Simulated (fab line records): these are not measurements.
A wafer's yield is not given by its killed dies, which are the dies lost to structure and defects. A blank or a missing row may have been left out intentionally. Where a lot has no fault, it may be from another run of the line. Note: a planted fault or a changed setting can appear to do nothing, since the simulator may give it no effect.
Which tool was responsible? / flow sky130 / 21 wafers sampled from 7 lots at 1 step of a route of 708

== WHAT EACH GAUGE READ, for each wafer ==
SKY_NWELL_THK_MEAS_02.
lot=L491; measured=day 3 04:16; on=film_metro-02; NWELL_OXIDATION_THK (nm)=10.17 10.04 10.11
lot=L493; measured=day 3 15:02; on=film_metro-04; NWELL_OXIDATION_THK (nm)=10.34 10.39 10.44
lot=L495; measured=day 4 00:35; on=film_metro-04; NWELL_OXIDATION_THK (nm)=10.19 10.16 10.04
lot=L498; measured=day 4 15:37; on=film_metro-01; NWELL_OXIDATION_THK (nm)=10.24 10.16 10.00
lot=L501; measured=day 5 09:43; on=film_metro-02; NWELL_OXIDATION_THK (nm)=10.11 10.31 10.14
lot=L507; measured=day 6 14:01; on=film_metro-02; NWELL_OXIDATION_THK (nm)=9.83 9.96 9.96
lot=L511; measured=day 7 14:03; on=film_metro-04; NWELL_OXIDATION_THK (nm)=10.19 10.15 10.33

== EACH LOT AND THE TOOL THAT RAN IT (in order: tool; ch and the chambers of the sampled wafers; start) ==
The record shows no process step preceding these readings.

== THE ANSWER, worked out from the rows above alone ==
Rule: usual is defined by the lots themselves. Put in order of their means at a reading, lots are off if they are a third of the lots or fewer, leave a main group of 4 or more, and stand apart from it by a gap of 3 or more times the standard deviation of the main group's means; of several such gaps the widest counts. A main group whose means are all the same, to the digits that the tables above print for the reading, isn't used. A lot without any number at a reading at which 4 lots or more have one is off too. All remaining lots with rows at the step are treated as sound.
None of the lots is off at any reading shown; this tells nothing.

== WHAT THE SIMULATOR PUT IN ==
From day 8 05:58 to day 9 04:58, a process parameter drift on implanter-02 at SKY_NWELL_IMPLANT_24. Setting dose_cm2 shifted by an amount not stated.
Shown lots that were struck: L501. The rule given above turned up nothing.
